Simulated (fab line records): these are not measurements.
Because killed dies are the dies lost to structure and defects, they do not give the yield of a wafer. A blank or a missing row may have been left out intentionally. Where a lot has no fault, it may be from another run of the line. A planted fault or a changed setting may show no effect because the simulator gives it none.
Chamber matching    flow gf180mcu    GF_V5_CMP_04 on cmp-02: 4 sister chambers
The step polishes SiO2. 8 wafers are shown with their chamber, then 7 later ones without.

WAFERS, EACH WITH ITS CHAMBER
wafer   chamber  motor_current_A (A)  slurry_filter_dp_kPa (kPa)
L320.5  2        11.8                 13.38
L323.1  3        11.5                 13.55
L323.6  0        11.1                 13.38
L327.1  2        11.3                 13.25
L327.3  0        11.2                 13.61
L327.4  1        11.0                 13.51
L329.2  3        12.0                 13.38
L329.3  1        11.1                 13.49

WAFERS WITH NO CHAMBER GIVEN
wafer   motor_current_A (A)  slurry_filter_dp_kPa (kPa)
L329.4  11.6                 13.52
L334.4  11.3                 13.33
L334.5  11.9                 13.45
L334.6  11.7                 13.62
L340.1  11.3                 13.55
L340.2  11.9                 13.53
L340.3  11.9                 13.37

WHICH CHAMBER EACH WENT THROUGH
wafer   from the rows above                in truth
L329.4  can't be placed: 3 or 0 or 2 or 1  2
L334.4  can't be placed: 2 or 0 or 1 or 3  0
L334.5  can't be placed: 3 or 2            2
L334.6  can't be placed: 3 or 0 or 1 or 2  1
L340.1  can't be placed: 0 or 1 or 3 or 2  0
L340.2  can't be placed: 3 or 2            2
L340.3  can't be placed: 3 or 2            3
Correct placement for 0 of the 7. From these rows, 7 cannot be placed; in 7 the true chamber is one of the candidates. Placed wrongly: 0.
How it was worked out, from the rows above alone: a wafer's distance from a chamber is the root of the sum, over the readings, of the square of ((its reading less the chamber's mean) divided by the reading's scatter). The wafer belongs to the nearest chamber; if the next one is less than 2 further off, it can't be placed. A chamber's mean is the mean of its shown wafers. The scatter is the square root of a quotient: the sum, over the shown wafers, of each reading's squared deviation from its chamber's mean, divided by wafers minus chambers.
